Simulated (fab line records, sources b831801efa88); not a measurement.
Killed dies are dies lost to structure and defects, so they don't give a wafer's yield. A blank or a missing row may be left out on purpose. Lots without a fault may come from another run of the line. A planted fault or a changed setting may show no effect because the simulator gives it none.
A struck lot beside a sound one | flow sky130 | 14 steps out of a route of 708
Sound: wafers L686.1, L686.2, L686.3. Struck: wafers L697.1, L697.5, L697.6. The cause comes at the end.
At each step with rows: each side's tool, then ch and its chambers, then its first start. Under that, the readings that differ: sound wafers | struck wafers | difference of the means | sigmas: that difference in standard deviations of wafers without a fault.
alike: readings whose means differ by less than 2 such deviations, and words and numbers that are the same on both sides. not compared: withheld readings, readings that some wafer has no value for, bounds like >300 that may hide the same value, and numbers for which the record gives no deviation and whose values overlap.
The two part at a step that has a row with sigmas, a row that says differs or no value, or rows on one side only. Numbers that don't overlap but have no deviation are shown without sigmas and don't part them. A reading that every wafer of one side lacks parts them only if that side has two wafers or more.

SKY_VIA4_CMP_21: polishes, stops on SiO2, t overpolish 25 s, target thk 0 nm.
  sound on cmp-01 ch 0,1,2, day 43 19:11; struck on cmp-02 ch 0,1, day 47 00:17
  alike: head_pressure_psi, motor_current_A, overpolish_run_s, time_to_endpoint_s
SKY_METAL5_SPUTTER_00: material Ti, target thk 15 nm, time 10 s.
  sound on pvd_sputter-03, day 43 19:29; struck on pvd_sputter-04, day 47 00:32
  alike: chamber_pressure_pa, throttle_valve_pct
then, 1 step without rows for these wafers: SKY_METAL5_SPUTTER_01 (material TiN, target thk 20 nm, time 16.7 s).
SKY_METAL5_SPUTTER_02: material AlCu, target thk 1150 nm, time 61.2 s.
  sound on pvd_sputter-03, day 43 19:32; struck on pvd_sputter-04, day 47 00:35
  alike: chamber_pressure_pa, throttle_valve_pct
SKY_METAL5_SPUTTER_03: material Ti, target thk 5 nm, time 3.3 s.
  sound on pvd_sputter-03, day 43 19:35; struck on pvd_sputter-04, day 47 00:38
  alike: chamber_pressure_pa, throttle_valve_pct
SKY_METAL5_SPUTTER_04: material TiN, target thk 70 nm, time 58.3 s.
  sound on pvd_sputter-03, day 43 19:37; struck on pvd_sputter-04, day 47 00:39
  alike: chamber_pressure_pa, throttle_valve_pct
SKY_METAL5_RS_MEAS_05: measures by four-point-probe.
  sound on film_metro-01, day 43 19:40; struck on film_metro-03, day 47 00:42
  reading                 | sound                   | struck                 | difference | sigmas
  METAL5_ALCU_RS (ohm/sq) | 0.02709 0.02732 0.02743 | 0.02683 0.02665 0.0267 | -0.00055   | -3
SKY_METAL5_THK_MEAS_06: measures by xrf.
  sound on film_metro-01, day 43 19:47; struck on film_metro-03, day 47 00:49
  alike: METAL5_ALCU_THK
then, 4 steps without rows for these wafers: SKY_METAL5_DEHYDRATE_07 (time 60 s); SKY_METAL5_HMDS_08 (prime time 60 s); SKY_METAL5_COAT_09 (resist thk 1800 nm); SKY_METAL5_SOFTBAKE_10 (time 60 s).
SKY_METAL5_EXPOSE_11: exposes mask MM5, target cd 1600 nm.
  sound on iline_stepper-02 ch 0, day 44 06:02; struck on iline_stepper-01, day 47 09:53
  no value came back on the struck wafers for exposure_dose_mJ_cm2, focus_offset_nm (nm); on the sound wafers exposure_dose_mJ_cm2 reads 190.26 190.33 190.13
  alike: mask
then, 1 step without rows for these wafers: SKY_METAL5_PEB_12.

WHERE THEY PART
First at SKY_METAL5_RS_MEAS_05; last, within this record, at SKY_METAL5_EXPOSE_11.

WHY: what the simulator had put in
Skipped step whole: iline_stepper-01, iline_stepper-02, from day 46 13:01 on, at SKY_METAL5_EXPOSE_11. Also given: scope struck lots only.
